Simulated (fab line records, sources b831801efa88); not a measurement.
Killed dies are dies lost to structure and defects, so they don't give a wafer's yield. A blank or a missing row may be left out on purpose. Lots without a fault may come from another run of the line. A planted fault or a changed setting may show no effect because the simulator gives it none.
Chamber matching | flow sky130 | SKY_VIA1_ETCH_15 on rie_diel-04: 4 sister chambers
The step etches SiO2 in C4F8/O2/Ar, stops on TiN, target depth 351 nm, time 54 s. 18 wafers are shown with their chamber, then 9 later ones without.

WAFERS WITH THEIR CHAMBER
wafer  | chamber | rf_fwd_power_W (W) | bias_w (W) | oes_product_au (a.u.)
L075.2 | 3       | 1490               | 1197       | 0.982
L075.3 | 2       | 1493               | 1196       | 0.985
L075.6 | 3       | 1491               | 1196       | 0.974
L077.2 | 0       | 1490               | 1196       | 0.973
L077.3 | 1       | 1484               | 1197       | 0.974
L077.4 | 2       | 1487               | 1199       | 0.973
L083.3 | 3       | 1478               | 1203       | 0.985
L083.4 | 2       | 1483               | 1205       | 0.988
L083.6 | 1       | 1480               | 1202       | 0.988
L085.1 | 1       | 1479               | 1207       | 0.988
L085.3 | 3       | 1482               | 1204       | 0.981
L085.4 | 2       | 1487               | 1204       | 0.978
L087.2 | 3       | 1483               | 1198       | 0.986
L087.5 | 3       | 1486               | 1198       | 0.981
L087.6 | 2       | 1486               | 1199       | 0.992
L091.1 | 3       | 1481               | 1205       | 0.989
L091.2 | 0       | 1485               | 1198       | 0.990
L091.4 | 2       | 1498               | 1198       | 0.979

SIGNATURES (means of the wafers above)
reading        | chamber 0 | chamber 1 | chamber 2 | chamber 3 | scatter within a chamber
rf_fwd_power_W | 1487.50   | 1481.00   | 1489.00   | 1484.43   | 4.74
bias_w         | 1197.00   | 1202.00   | 1200.17   | 1200.14   | 3.76
oes_product_au | 0.98150   | 0.98333   | 0.98250   | 0.98257   | 0.00688
Rule: a wafer's distance from a chamber is the root of the sum, over the readings, of the square of ((its reading less the chamber's mean) divided by the reading's scatter). The wafer belongs to the nearest chamber; if the next one is less than 2 further off, it can't be placed. The scatter: the root of (the sum of the squares of (reading less its chamber's mean) over the shown wafers, divided by (wafers less chambers)).

WAFERS WITHOUT THEIR CHAMBER
wafer  | rf_fwd_power_W (W) | bias_w (W) | oes_product_au (a.u.)
L089.2 | 1496               | 1201       | 0.984
L089.4 | 1481               | 1207       | 0.991
L089.5 | 1477               | 1201       | 0.975
L092.1 | 1484               | 1196       | 0.983
L092.3 | 1480               | 1202       | 0.975
L092.5 | 1478               | 1200       | 0.982
L094.1 | 1502               | 1199       | 0.984
L094.5 | 1481               | 1202       | 0.973
L094.6 | 1491               | 1201       | 0.983

WHICH CHAMBER EACH WENT THROUGH
wafer  | from the rows above               | in truth
L089.2 | can't be placed: 2 or 0 or 3 or 1 | 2
L089.4 | can't be placed: 1 or 3 or 2 or 0 | 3
L089.5 | can't be placed: 1 or 3 or 0 or 2 | 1
L092.1 | can't be placed: 0 or 3 or 2 or 1 | 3
L092.3 | can't be placed: 1 or 3 or 2 or 0 | 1
L092.5 | can't be placed: 1 or 3 or 0 or 2 | 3
L094.1 | can't be placed: 2 or 0 or 3 or 1 | 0
L094.5 | can't be placed: 1 or 3 or 2 or 0 | 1
L094.6 | can't be placed: 2 or 0 or 3 or 1 | 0
Placed correctly: 0 of 9. Can't be placed from these rows: 9 (the true chamber is among the candidates in 9). Placed wrongly: 0.
